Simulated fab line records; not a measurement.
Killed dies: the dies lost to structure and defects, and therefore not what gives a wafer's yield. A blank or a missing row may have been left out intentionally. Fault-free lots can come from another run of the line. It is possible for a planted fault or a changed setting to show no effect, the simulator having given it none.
fab line records    flow gf180mcu
[record] lots = 11  wafers = 33  lastDay = 34
route steps=602 shown STI@4 VT_IMPLANT@99 NSD@242 SALICIDE@283
lots that met no fault: taken from a fault-free run of the same line
startH: hours from the record's first day to the start of the lot's first wafer shown    waitH: hours since the lot's step before    " repeats the value in the row above    L1.1+2: a row that stands for several wafers    - no value, or no start given    * or withheld: withheld    < > ~ a bound
route shown NAME@n: names a module that has steps shown in the file, with the first one's number in the route    usual: mean/standard deviation taken from wafers without a fault    same: alike in all rows    chamber/n: place in a boat    sites: readings site by site    _std_site: the values' standard deviation    _edge_site: inner sites' mean taken away from outer sites' mean    radiusMm: for every site, how far away it sits from the centre of the wafer    mask NAME#n: copy n    behind: tool/chamber where the wafer was last shaped    hold: reason for holding the lot/hours on hold/outcome of the hold    device: which transistor (n, p or np) failed to switch    end of line: the tests these same wafers got at the end of their route    a step without rows: its recipe alone    killed: at the first sort, the dies lost to defects and structure; wafer yield is something else    map: a wafer's dies, marking killed ones x, the rest . and places with no die _
set.NAME: setting as actually run; set.NAME@STEP: the setting as run at that earlier step    model.NAME: the simulator's own value behind a step, which no gauge read
route steps across a sampled set of lots; one table per step, one row per wafer
services: a tool's chamber out of use, with start hour (startH, from the record's first day; less than 0 if before it), hours out, and reason
[[steps]]
[step GF_STI_CVD_03]
[recipe] material = Si3N4  precursor = DCS/NH3  targetThkNm = 207.16  tempC = 770  timeS = 3551  pressureMtorr = 250
[usual] spikeTcBottomC = 788.0/1.9  spikeTcCentreC = 770.2/1.3  spikeTcLowerC = 770.2/1.1  spikeTcTopC = 785.8/2.1  spikeTcUpperC = 769.8/1.1  susceptorTempC = 770.1/0.33  zonePowerLowerPct = 13.8/1.2
lot.wafer  tool      chamber  startH  waitH  spikeTcBottomC  spikeTcCentreC  spikeTcLowerC  spikeTcTopC  spikeTcUpperC  susceptorTempC  zonePowerLowerPct
L274.4     lpcvd-02  0        11.76   0.0    785.2           769.8           771.6          786.5        770.5          770.4           15.4
L274.5     "         0        "       "      786.9           768.8           770.3          789.0        768.7          770.0           15.8
L274.6     "         0        "       "      787.6           768.9           771.4          787.8        771.3          770.4           15.6
L275.3     lpcvd-02  1        16.57   0.0    788.3           769.2           770.1          787.0        770.2          769.8           12.8
L275.4     "         1        "       "      789.2           769.3           769.9          783.9        769.8          769.8           12.8
L275.5     "         1        "       "      791.3           770.2           768.3          786.6        770.4          769.7           12.8
L276.1     lpcvd-02  1        22.13   0.1    789.7           772.6           769.1          786.7        769.8          770.2           12.8
L276.2     "         1        "       "      789.1           769.1           769.9          784.5        770.2          769.9           12.8
L276.6     "         1        "       "      789.2           770.7           770.3          782.7        770.3          770.2           13.0
L277.1     lpcvd-01  1        26.57   0.1    790.9           771.4           770.9          782.7        768.6          770.2           13.2
L277.4     "         1        "       "      790.6           771.1           769.6          782.5        767.5          769.7           13.2
L277.6     "         1        "       "      791.0           770.3           770.6          781.9        768.5          769.7           13.4
L278.1     lpcvd-01  0        31.76   0.1    785.9           769.3           770.1          786.2        770.8          769.0           13.4
L278.2     "         0        "       "      787.5           773.3           769.6          783.1        771.7          769.7           13.1
L278.6     "         0        "       "      787.8           771.6           769.4          787.1        770.4          769.8           13.0
L279.2     lpcvd-02  1        36.80   0.0    790.2           770.4           770.0          786.8        769.9          769.9           13.1
L279.4     "         1        "       "      788.9           769.8           769.4          785.4        769.9          769.9           12.9
L279.5     "         1        "       "      789.6           772.0           769.6          783.9        770.9          770.7           13.1
L280.1     lpcvd-02  0        43.82   0.1    787.2           768.9           770.6          789.2        770.4          770.2           15.5
L280.2     "         0        "       "      787.4           770.1           772.5          788.7        769.7          770.2           15.6
L280.3     "         0        "       "      786.0           766.3           771.3          787.9        769.5          770.3           15.5
L286.1     lpcvd-02  1        71.75   0.1    781.9           762.4           759.7          776.1        759.9          760.5           12.5
L286.3     "         1        "       "      780.7           760.7           760.6          776.8        759.3          760.8           12.5
L286.4     "         1        "       "      781.5           761.0           761.7          776.1        761.6          760.8           12.7
L289.1     lpcvd-02  0        86.57   0.1    777.3           759.0           760.6          780.6        761.5          761.1           15.5
L289.2     "         0        "       "      778.0           760.8           762.1          779.6        759.8          761.2           15.2
L289.5     "         0        "       "      778.2           760.2           762.4          779.7        760.5          760.8           15.5
L294.2     lpcvd-01  1        111.57  0.0    789.7           770.7           772.4          782.4        767.8          769.9           13.0
L294.4     "         1        "       "      789.4           770.0           771.0          783.8        767.4          770.0           13.2
L294.5     "         1        "       "      791.7           769.8           770.6          783.0        766.6          770.2           13.3
L297.1     lpcvd-01  1        126.57  0.1    788.8           771.2           771.1          783.3        767.7          770.3           13.0
L297.2     "         1        "       "      793.2           770.9           771.8          781.2        768.2          769.7           13.2
L297.4     "         1        "       "      791.2           771.2           771.9          783.7        768.8          770.3           13.0
[step GF_STI_THK_MEAS_04]
[recipe] reads = Si3N4_of_STI_CVD_03
[usual] STI_CVD_03_THK = 208.4/1.6
lot.wafer  tool          chamber  startH  waitH  STI_CVD_03_THK[nm]
L274.4     filmMetro-04  -        13.78   0.0    205.9
L274.5     "             -        "       "      208.8
L274.6     "             -        "       "      207.0
L275.3     filmMetro-01  -        18.58   0.0    207.0
L275.4     "             -        "       "      207.9
L275.5     "             -        "       "      207.6
L276.1     filmMetro-01  -        24.11   0.0    207.1
L276.2     "             -        "       "      207.6
L276.6     "             -        "       "      207.9
L277.1     filmMetro-04  -        28.56   0.0    205.4
L277.4     "             -        "       "      206.1
L277.6     "             -        "       "      206.2
L278.1     filmMetro-04  -        33.75   0.0    207.1
L278.2     "             -        "       "      207.9
L278.6     "             -        "       "      208.0
L279.2     filmMetro-02  -        39.79   0.0    209.6
L279.4     "             -        "       "      208.2
L279.5     "             -        "       "      210.1
L280.1     filmMetro-04  -        45.81   0.0    208.8
L280.2     "             -        "       "      207.3
L280.3     "             -        "       "      209.8
L286.1     filmMetro-01  -        73.74   0.0    174.1
L286.3     "             -        "       "      174.1
L286.4     "             -        "       "      174.5
L289.1     filmMetro-02  -        88.56   0.0    174.5
L289.2     "             -        "       "      174.7
L289.5     "             -        "       "      175.4
L294.2     filmMetro-02  -        113.57  0.0    209.4
L294.4     "             -        "       "      211.2
L294.5     "             -        "       "      210.1
L297.1     filmMetro-01  -        129.55  0.0    207.2
L297.2     "             -        "       "      207.1
L297.4     "             -        "       "      205.5
[step GF_STI_ETCH_13]
[recipe] chemistry = CHF3/O2  stopOn = Si  overEtchFrac = 0.3  targetDepthA = 2823.1  sourceW = 600  biasW = 200  pressureMtorr = 40  chf3FlowSccm = 50  O2_flow_sccm = 5  timeS = 112.9
[usual] chamberPressureMTorr = 40.00/0.04  drypumpMotorCurrentA = 5.8/0.42  oesProductAu = 0.835/0.0054  throttleValvePct = 8.812/0.0084
[same] overEtchFrac = 0.3
lot.wafer  tool        chamber  startH  waitH  chamberPressureMTorr  drypumpMotorCurrentA  oesProductAu  rfHoursCounterH  throttleValvePct
L274.4     rieDiel-03  3        25.73   0.0    40.00                 5.9                   0.831         83               8.814
L274.5     "           2        "       "      39.98                 5.2                   0.835         -                8.821
L274.6     "           3        "       "      39.95                 5.9                   0.835         -                8.823
L275.3     rieDiel-04  1        29.74   0.1    40.07                 4.9                   0.833         155              8.825
L275.4     "           0        "       "      40.04                 6.1                   0.838         119              8.808
L275.5     "           1        "       "      39.94                 4.9                   0.832         -                8.807
L276.1     rieDiel-03  2        36.18   0.1    40.02                 5.2                   0.834         161              8.808
L276.2     "           3        "       "      39.95                 5.9                   0.836         84               8.812
L276.6     "           2        "       "      40.01                 5.2                   0.830         -                8.827
L277.1     rieDiel-02  2        40.78   0.1    40.01                 5.8                   0.826         97               8.801
L277.4     "           0        "       "      40.00                 5.8                   0.831         113              8.816
L277.6     "           3        "       "      40.02                 5.6                   0.832         -                8.815
L278.1     rieDiel-03  1        45.74   0.1    40.01                 6.1                   0.834         1                8.801
L278.2     "           0        "       "      40.00                 5.9                   0.829         153              8.830
L278.6     "           3        "       "      40.02                 5.9                   0.830         -                8.807
L279.2     rieDiel-03  1        51.74   0.1    39.96                 6.1                   0.835         1                8.810
L279.4     "           3        "       "      39.99                 5.9                   0.836         84               8.820
L279.5     "           0        "       "      40.01                 5.9                   0.843         -                8.813
L280.1     rieDiel-03  3        56.93   0.1    40.02                 5.9                   0.837         84               8.815
L280.2     "           0        "       "      40.00                 5.9                   0.835         153              8.803
L280.3     "           2        "       "      40.05                 5.2                   0.833         161              8.815
L286.1     rieDiel-04  2        86.83   0.1    40.06                 6.6                   0.762         72               8.782
L286.3     "           1        "       "      39.99                 4.9                   0.769         156              8.799
L286.4     "           3        "       "      39.99                 6.0                   0.766         154              8.799
L289.1     rieDiel-04  0        101.48  0.1    40.00                 6.1                   0.757         121              8.800
L289.2     "           3        "       "      40.01                 6.0                   0.756         154              8.797
L289.5     "           1        "       "      40.04                 4.9                   0.770         -                8.794
L294.2     rieDiel-02  3        127.83  0.1    40.00                 5.6                   0.836         89               8.811
L294.4     "           0        "       "      39.94                 5.8                   0.839         116              8.809
L294.5     "           3        "       "      39.93                 5.6                   0.845         -                8.823
L297.1     rieDiel-02  0        144.94  0.1    40.04                 5.8                   0.830         116              8.811
L297.2     "           3        "       "      40.00                 5.6                   0.837         90               8.809
L297.4     "           2        "       "      40.03                 5.8                   0.824         99               8.811
[step GF_VT_IMPLANT_STRIP_09]
[recipe] chemistry = O2/N2  powerW = 1400  pressureMtorr = 1500  platenTempC = 250  o2FlowSccm = 3000  n2FlowSccm = 300  overashFraction = 0.5
[usual] chamberPressureMTorr = 1500.0/1.3  drypumpMotorCurrentA = 5.7/0.44  heaterPowerW = 352/56  oesProductAu = 0.716/0.0041  stripTimeToEndpointS = 12.62/0.035
lot.wafer  tool            chamber  startH  waitH  chamberPressureMTorr  drypumpMotorCurrentA  heaterPowerW  oesProductAu  rfHoursCounterH  stripTimeToEndpointS
L274.4     plasmaAsher-02  0        108.52  0.1    1499.3                6.4                   387           0.717         -                12.58
L274.5     "               1        "       "      1498.9                5.4                   389           0.711         -                12.58
L274.6     "               0        "       "      1502.2                6.5                   385           0.716         -                12.58
L275.3     plasmaAsher-03  1        114.58  0.1    1500.9                5.8                   341           0.714         -                12.59
L275.4     "               0        "       "      1501.4                5.4                   302           0.719         -                12.62
L275.5     "               1        "       "      1498.0                5.8                   353           0.722         -                12.61
L276.1     plasmaAsher-04  1        130.89  0.1    1501.7                5.8                   253           0.720         48               12.57
L276.2     "               0        "       "      1498.7                5.2                   412           0.716         48               12.61
L276.6     "               0        "       "      1499.8                5.2                   398           0.708         -                12.63
L277.1     plasmaAsher-03  0        137.74  0.1    1499.7                5.4                   297           0.720         35               12.68
L277.4     "               0        "       "      1501.3                5.4                   291           0.720         -                12.64
L277.6     "               1        "       "      1500.8                5.8                   358           0.718         -                12.69
L278.1     plasmaAsher-04  1        140.04  0.1    1498.9                5.8                   264           0.713         48               12.58
L278.2     "               0        "       "      1498.2                5.2                   413           0.721         48               12.62
L278.6     "               0        "       "      1498.9                5.1                   414           0.712         -                12.65
L279.2     plasmaAsher-02  0        144.70  0.1    1499.2                6.4                   416           0.718         3                12.65
L279.4     "               0        "       "      1499.0                6.4                   396           0.715         -                12.65
L279.5     "               1        "       "      1499.1                5.4                   365           0.720         -                12.67
L280.1     plasmaAsher-04  1        148.54  0.1    1502.2                5.8                   258           0.720         49               12.61
L280.2     "               0        "       "      1499.8                5.1                   396           0.718         49               12.63
L280.3     "               0        "       "      1501.5                5.2                   393           0.712         -                12.60
L286.1     plasmaAsher-02  0        183.89  0.1    1499.8                6.4                   410           0.712         7                12.63
L286.3     "               1        "       "      1500.8                5.4                   363           0.713         -                12.60
L286.4     "               0        "       "      1500.2                6.4                   420           0.715         -                12.63
L289.1     plasmaAsher-04  0        203.89  0.1    1498.2                5.1                   388           0.717         55               12.54
L289.2     "               1        "       "      1498.8                5.8                   263           0.721         55               12.57
L289.5     "               1        "       "      1498.3                5.8                   262           0.720         -                12.56
L294.2     plasmaAsher-04  1        234.30  0.1    1500.6                5.8                   265           0.712         58               12.58
L294.4     "               1        "       "      1499.3                5.8                   263           0.712         -                12.59
L294.5     "               1        "       "      1500.2                5.8                   260           0.710         -                12.61
L297.1     plasmaAsher-02  0        255.89  0.1    1499.4                6.5                   405           0.712         14               12.62
L297.2     "               1        "       "      1498.0                5.4                   368           0.713         14               12.61
L297.4     "               1        "       "      1499.6                5.4                   370           0.716         -                12.65
[step GF_NSD_CD_MEAS_07]
[recipe] targetCdNm = 400
[usual] cdNm = 400.4/2.1
lot.wafer  tool      chamber  startH  waitH  cdNm
L274.4     cdSem-01  -        295.06  0.1    400.4
L274.5     "         -        "       "      400.6
L274.6     "         -        "       "      401.8
L275.3     cdSem-01  -        304.40  0.1    397.3
L275.4     "         -        "       "      397.7
L275.5     "         -        "       "      397.8
L276.1     cdSem-01  -        322.30  0.1    398.4
L276.2     "         -        "       "      399.9
L276.6     "         -        "       "      398.5
L277.1     cdSem-01  -        331.55  0.1    401.4
L277.4     "         -        "       "      401.5
L277.6     "         -        "       "      400.5
L278.1     cdSem-01  -        333.20  0.1    400.0
L278.2     "         -        "       "      401.2
L278.6     "         -        "       "      402.5
L279.2     cdSem-02  -        338.02  0.1    398.7
L279.4     "         -        "       "      400.1
L279.5     "         -        "       "      399.2
L280.1     cdSem-01  -        343.06  0.1    402.1
L280.2     "         -        "       "      403.1
L280.3     "         -        "       "      402.8
L286.1     cdSem-02  -        389.06  0.1    396.9
L286.3     "         -        "       "      397.0
L286.4     "         -        "       "      398.0
L289.1     cdSem-02  -        418.16  0.1    402.4
L289.2     "         -        "       "      402.5
L289.5     "         -        "       "      400.6
L294.2     cdSem-01  -        464.72  0.1    400.7
L294.4     "         -        "       "      399.7
L294.5     "         -        "       "      400.9
L297.1     cdSem-02  -        492.45  0.1    396.5
L297.2     "         -        "       "      398.5
L297.4     "         -        "       "      396.1
[step GF_SALICIDE_THK_MEAS_05]
[recipe] thkMeasGauge = xrf  reads = TiN_of_SALICIDE_SPUTTER_03
[usual] SALICIDE_TIN_THK = 19.83/0.25
lot.wafer  tool          chamber  startH  waitH  SALICIDE_TIN_THK[nm]
L274.4     filmMetro-01  -        337.10  0.1    19.71
L274.5     "             -        "       "      20.16
L274.6     "             -        "       "      19.89
L275.3     filmMetro-01  -        346.99  0.1    20.00
L275.4     "             -        "       "      19.98
L275.5     "             -        "       "      19.87
L276.1     filmMetro-01  -        366.67  0.1    19.69
L276.2     "             -        "       "      19.34
L276.6     "             -        "       "      19.38
L277.1     filmMetro-03  -        376.21  0.1    19.30
L277.4     "             -        "       "      19.18
L277.6     "             -        "       "      19.42
L278.1     filmMetro-03  -        378.04  0.1    19.72
L278.2     "             -        "       "      19.71
L278.6     "             -        "       "      19.82
L279.2     filmMetro-01  -        384.34  0.1    20.11
L279.4     "             -        "       "      19.95
L279.5     "             -        "       "      19.94
L280.1     filmMetro-02  -        387.92  0.1    19.78
L280.2     "             -        "       "      19.56
L280.3     "             -        "       "      19.64
L286.1     filmMetro-03  -        438.02  0.1    19.62
L286.3     "             -        "       "      19.82
L286.4     "             -        "       "      19.75
L289.1     filmMetro-01  -        468.42  0.1    19.81
L289.2     "             -        "       "      19.72
L289.5     "             -        "       "      19.79
L294.2     filmMetro-02  -        513.74  0.1    19.95
L294.4     "             -        "       "      20.10
L294.5     "             -        "       "      20.13
L297.1     filmMetro-02  -        542.98  0.1    19.57
L297.2     "             -        "       "      19.77
L297.4     "             -        "       "      19.91
[[services]]
tool            chamber  startH  hours  kind
plasmaAsher-02  -        -6.16   2.5    repair
rieDiel-04      1        -3.61   4.7    repair
plasmaAsher-02  -        3.11    8.0    repair
rieDiel-04      2        6.72    9.6    repair
rieDiel-02      -        17.59   2.8    pm
rieDiel-02      1        36.67   1.6    repair
rieDiel-02      -        76.15   0.2    repair
rieDiel-03      -        77.51   0.8    repair
rieDiel-02      3        84.27   3.2    repair
plasmaAsher-02  -        108.75  9.0    pm
rieDiel-03      2        120.51  -      clean
rieDiel-03      2        120.51  16.8   scheduledDown
rieDiel-03      2        120.51  16.8   ventCycle
rieDiel-04      2        140.26  8.3    repair
rieDiel-03      2        151.36  5.4    repair
plasmaAsher-02  -        189.39  6.4    repair
rieDiel-02      0        192.16  3.8    repair
rieDiel-03      -        193.66  0.7    repair
rieDiel-04      0        215.61  2.4    repair
rieDiel-02      -        221.48  1.5    repair
rieDiel-04      0        237.53  5.3    repair
rieDiel-02      1        239.35  21.2   repair
rieDiel-02      0        244.41  5.7    repair
rieDiel-02      2        248.38  9.3    repair
[[key]]
[firstSign] step = GF_STI_CVD_03  reading = susceptorTempC  direction = down  sigmas = 28  usual = *  struck = *
[effect] step = GF_STI_CVD_03  reading = spikeTcLowerC  direction = down  sigmas = 8.6  usual = 770.2  struck = 761.2
[effect] step = GF_STI_THK_MEAS_04  reading = STI_CVD_03_THK  direction = down  sigmas = 21  usual = 208.4  struck = 174.6
[effect] step = GF_STI_ETCH_13  reading = oesProductAu  direction = down  sigmas = 13  usual = 0.835  struck = 0.763
metAt GF_STI_CVD_03
struckLots L286,L289
testerLeftOut L286,L289
notActingAt GF_VT_IMPLANT_STRIP_09,GF_NSD_CD_MEAS_07,GF_SALICIDE_THK_MEAS_05
onsetBetween 43.82 71.75
[fault] kind = processParameterDrift  tool = lpcvd-02  chamber = -  onsetH = 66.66  steps = GF_STI_CVD_03  channel = tempC  offset = *  shape = step  endH = 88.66  actsIn = *  stated = *
// testerLeftOut: of these lots the tester's yield and bins aren't shown, on N5 and GAA mostly nor the transistor test; their killed dies are dies lost to structure and defects alone, not to doping, threshold or leakage, so they don't give the yield
